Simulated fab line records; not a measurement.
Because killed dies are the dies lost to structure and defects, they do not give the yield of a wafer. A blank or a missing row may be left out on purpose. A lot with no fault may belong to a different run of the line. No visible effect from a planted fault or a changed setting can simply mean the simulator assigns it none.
fab line records ; flow sky130
[record] lots = 14; wafers = 42; last-day = 50
route steps=708 shown METAL2@487 PAD_OPEN@708
lots untouched by any fault: they come from a run of this same line in which no faults occurred
start-h: hours from the record's first day to the start of the lot's first wafer shown ; wait-h: hours elapsed since this lot's preceding step ; " repeats the value in the row above ; L1.1+2: a row that stands for several wafers ; - no value, or no start was given ; * or withheld: withheld ; < > ~ a bound
route shown NAME@n: names a module that has steps shown in the file, with the first one's number in the route ; usual: mean/standard deviation of fault-free wafers ; same: alike in all rows ; chamber/n: place in a boat ; sites: the reading at each site ; _std_site: standard deviation across them ; _edge_site: the outer-site mean with the inner-site mean subtracted ; radius-mm: for every site, how far away it sits from the centre of the wafer ; mask NAME#n: copy n ; behind: the tool/chamber that last shaped the wafer ; hold: cause of the lot's hold/its duration in hours/its outcome ; device: the n, p or np transistor that did not switch ; end of line: tests run on the same wafers once the route is complete ; where a step has no rows: the recipe by itself ; killed: the dies lost at the first sort to structure and to defects; this is not the yield of the wafer ; map: dies across one wafer; x = killed, . = not, _ = none there
set.NAME: the setting the step ran with; set.NAME@STEP: the setting that earlier step ran with ; model.NAME: the simulator's own value behind a step, which no gauge read
one table for each step of the route and one row for each wafer, over a sample of lots
services: when a tool's chamber went out of use (start-h, in hours from the record's first day, below 0 if earlier), for how many hours, and the reason
[[steps]]
[step SKY_METAL2_SPUTTER_04]
[recipe] material = TiN; target-thk-nm = 70; power-w = 6500; time-s = 58.3; chamber-pressure-pa = 0.4
[usual] throttle-valve-pct = 29.9/1.2
lot.wafer;tool;chamber;start-h;wait-h;throttle-valve-pct
L939.1;pvd-sputter-01;-;798.83;0.0;29.4
L939.3;pvd-sputter-01;-;798.83;0.0;28.8
L939.6;pvd-sputter-01;-;798.83;0.0;31.6
L940.3;pvd-sputter-01;-;810.90;0.0;28.9
L940.5;pvd-sputter-01;-;810.90;0.0;31.5
L940.6;pvd-sputter-01;-;810.90;0.0;29.1
L941.1;pvd-sputter-03;-;811.25;0.0;31.7
L941.2;pvd-sputter-03;-;811.25;0.0;29.2
L941.5;pvd-sputter-03;-;811.25;0.0;28.9
L943.1;pvd-sputter-01;-;826.64;0.0;29.1
L943.3;pvd-sputter-01;-;826.64;0.0;29.4
L943.6;pvd-sputter-01;-;826.64;0.0;29.2
L944.3;pvd-sputter-03;-;830.55;0.0;30.9
L944.4;pvd-sputter-03;-;830.55;0.0;31.6
L944.5;pvd-sputter-03;-;830.55;0.0;28.9
L945.1;pvd-sputter-01;-;846.89;0.0;29.1
L945.2;pvd-sputter-01;-;846.89;0.0;31.3
L945.3;pvd-sputter-01;-;846.89;0.0;28.5
L946.3;pvd-sputter-01;-;849.56;0.0;29.2
L946.4;pvd-sputter-01;-;849.56;0.0;31.5
L946.6;pvd-sputter-01;-;849.56;0.0;31.4
L947.1;pvd-sputter-02;-;855.94;0.0;30.0
L947.2;pvd-sputter-02;-;855.94;0.0;28.1
L947.4;pvd-sputter-02;-;855.94;0.0;29.8
L955.2;pvd-sputter-01;-;917.52;0.0;28.6
L955.3;pvd-sputter-01;-;917.52;0.0;31.6
L955.6;pvd-sputter-01;-;917.52;0.0;31.6
L957.2;pvd-sputter-01;-;933.55;0.0;28.8
L957.5;pvd-sputter-01;-;933.55;0.0;28.9
L957.6;pvd-sputter-01;-;933.55;0.0;31.6
L959.2;pvd-sputter-03;-;941.38;0.0;28.7
L959.4;pvd-sputter-03;-;941.38;0.0;31.5
L959.5;pvd-sputter-03;-;941.38;0.0;29.0
L960.2;pvd-sputter-02;-;946.70;0.0;29.8
L960.4;pvd-sputter-02;-;946.70;0.0;27.7
L960.6;pvd-sputter-02;-;946.70;0.0;29.7
L961.4;pvd-sputter-03;-;959.88;0.0;31.3
L961.5;pvd-sputter-03;-;959.88;0.0;29.0
L961.6;pvd-sputter-03;-;959.88;0.0;31.1
L962.1;pvd-sputter-03;-;960.31;0.0;31.5
L962.4;pvd-sputter-03;-;960.31;0.0;28.9
L962.5;pvd-sputter-03;-;960.31;0.0;30.9
[step SKY_METAL2_THK_MEAS_06]
[recipe] thk-meas-gauge = xrf; reads = AlCu_of_METAL2_SPUTTER_02
[usual] METAL2_ALCU_THK = 250/3.2
lot.wafer;tool;chamber;start-h;wait-h;METAL2_ALCU_THK[nm]
L939.1;film-metro-01;-;799.00;0.1;252
L939.3;film-metro-01;-;799.00;0.1;249
L939.6;film-metro-01;-;799.00;0.1;248
L940.3;film-metro-01;-;811.09;0.1;252
L940.5;film-metro-01;-;811.09;0.1;252
L940.6;film-metro-01;-;811.09;0.1;251
L941.1;film-metro-02;-;811.42;0.1;249
L941.2;film-metro-02;-;811.42;0.1;245
L941.5;film-metro-02;-;811.42;0.1;250
L943.1;film-metro-01;-;826.81;0.1;251
L943.3;film-metro-01;-;826.81;0.1;248
L943.6;film-metro-01;-;826.81;0.1;249
L944.3;film-metro-03;-;830.74;0.1;249
L944.4;film-metro-03;-;830.74;0.1;248
L944.5;film-metro-03;-;830.74;0.1;243
L945.1;film-metro-03;-;847.06;0.1;250
L945.2;film-metro-03;-;847.06;0.1;249
L945.3;film-metro-03;-;847.06;0.1;251
L946.3;film-metro-02;-;849.75;0.1;251
L946.4;film-metro-02;-;849.75;0.1;249
L946.6;film-metro-02;-;849.75;0.1;248
L947.1;film-metro-03;-;856.11;0.1;250
L947.2;film-metro-03;-;856.11;0.1;248
L947.4;film-metro-03;-;856.11;0.1;250
L955.2;film-metro-01;-;917.70;0.1;265
L955.3;film-metro-01;-;917.70;0.1;263
L955.6;film-metro-01;-;917.70;0.1;266
L957.2;film-metro-01;-;933.73;0.1;257
L957.5;film-metro-01;-;933.73;0.1;259
L957.6;film-metro-01;-;933.73;0.1;260
L959.2;film-metro-03;-;941.56;0.1;248
L959.4;film-metro-03;-;941.56;0.1;250
L959.5;film-metro-03;-;941.56;0.1;245
L960.2;film-metro-01;-;946.88;0.1;250
L960.4;film-metro-01;-;946.88;0.1;249
L960.6;film-metro-01;-;946.88;0.1;252
L961.4;film-metro-01;-;960.08;0.1;253
L961.5;film-metro-01;-;960.08;0.1;252
L961.6;film-metro-01;-;960.08;0.1;256
L962.1;film-metro-02;-;960.48;0.1;249
L962.4;film-metro-02;-;960.48;0.1;248
L962.5;film-metro-02;-;960.48;0.1;251
[step SKY_PAD_OPEN_PROBE_99]
[usual] defect-limited-yield = 82.6/1.8; killed_at_M0_to_M3 = 43/6.6; killed_at_M4_up = 3.4/1.8; killed-at-contacts = 24/4.9; killed-at-front-end = 15/4.1; killed-at-other = 0.3/0.55; killed-dies = 85/8.8; killed-open = 46/6.1; killed-short = 39/5.7; sort_bin_3_pad_short = 0.9/0.41; sort_bin_5_function = 10.1/1.5; sort_bin_6_memory = 6.4/1; sort-n-pass = 407/8.8; sort-yield-pct = 82.6/1.8
[same] gross-dies = 492; killed-at-back-side = 0; sort_bin_4_leakage[%] = 0; sort_bin_8_speed[%] = 0
lot.wafer;tool;chamber;start-h;wait-h;defect-limited-yield[%];killed_at_M0_to_M3;killed_at_M4_up;killed-at-contacts;killed-at-front-end;killed-at-other;killed-dies;killed-open;killed-short;sort_bin_3_pad_short[%];sort_bin_5_function[%];sort_bin_6_memory[%];sort-n-pass;sort-yield-pct[%]
L955.2;prober-02;-;1167.98;0.1;82.7;38;3;24;20;0;85;45;39;1.0;11.8;4.5;407;82.7
L955.3;prober-02;-;1168.03;0.2;83.1;46;6;17;14;0;83;40;42;1.0;8.9;6.9;409;83.1
L955.6;prober-02;-;1168.18;0.2;83.3;39;4;21;18;0;82;47;34;0.8;10.6;5.3;410;83.3
L957.5;prober-02;-;1182.21;0.2;80.5;43;7;28;17;1;96;49;43;0.8;11.4;7.3;396;80.5
L957.6;prober-02;-;1182.26;0.2;83.1;45;3;18;17;0;83;41;41;1.0;9.8;6.1;409;83.1
// killed by level:class
L955.2 VIA1:geometric-particle:open=9 VIA2:geometric-particle:open=8 LOCAL_INTERCONNECT:geometric-particle:short=7 LI_CONTACT:geometric-particle:open=6 FIELD_ISO:geometric-particle:short=5 FIELD_ISO:geometric-particle:open=4 LI_CONTACT:geometric-particle:short=4 METAL1:geometric-particle:short=4
L955.3 METAL2:geometric-particle:short=11 CONTACT:geometric-particle:open=7 VIA1:geometric-particle:open=7 VIA2:geometric-particle:open=7 LI_CONTACT:geometric-particle:open=5 POLY_GATE:geometric-particle:short=5 METAL1:geometric-particle:short=5 VIA3:geometric-particle:open=5
L955.6 CONTACT:geometric-particle:open=10 VIA2:geometric-particle:open=8 VIA1:geometric-particle:open=6 FIELD_ISO:geometric-particle:open=5 FIELD_ISO:geometric-particle:short=4 VIA3:geometric-particle:open=4 CONTACT:geometric-particle:short=4 METAL2:geometric-particle:short=4
L957.5 VIA1:geometric-particle:open=15 CONTACT:geometric-particle:open=10 VIA2:geometric-particle:open=8 LOCAL_INTERCONNECT:geometric-particle:short=7 METAL4:geometric-particle:short=6 CONTACT:geometric-particle:short=5 FIELD_ISO:geometric-particle:short=4 POLY_GATE:geometric-particle:short=4
L957.6 METAL1:geometric-particle:short=9 POLY_GATE:geometric-particle:short=7 VIA3:geometric-particle:open=7 VIA2:geometric-particle:open=6 CONTACT:geometric-particle:open=6 CONTACT:geometric-particle:short=5 POLY_GATE:geometric-particle:open=4 METAL2:geometric-particle:short=4
[[services]]
tool;chamber;start-h;hours;kind
pvd-sputter-01;-;781.78;5.5;repair
pvd-sputter-03;-;782.58;0.6;repair
pvd-sputter-03;-;825.43;1.4;repair
pvd-sputter-03;-;861.83;2.8;repair
pvd-sputter-03;1;884.70;-;consumable-replace:kit
pvd-sputter-03;1;884.70;18.0;scheduled-down
pvd-sputter-03;1;884.70;18.0;vent-cycle
pvd-sputter-02;-;892.11;14.9;repair
pvd-sputter-03;-;926.16;2.8;repair
pvd-sputter-02;0;958.13;-;consumable-replace:kit
pvd-sputter-02;0;958.13;18.0;scheduled-down
pvd-sputter-02;0;958.13;18.0;vent-cycle
[[key]]
[first-sign] step = SKY_METAL2_THK_MEAS_06; reading = METAL2_ALCU_THK; direction = up; sigmas = 3.6; usual = 250; struck = 262
effect none on later readings
met-at SKY_METAL2_SPUTTER_04
struck-lots L955,L957
onset-between 849.56 917.52
[fault] kind = site-profile-drift; tool = pvd-sputter-01; chamber = -; onset-h = 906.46; steps = SKY_METAL2_SPUTTER_04; basis = fraction; max-abs-drift = 0.46898; slope-share-per-hr = 104.22; site-pattern = 0,0,0,0,0,-1,-1,-1,-1
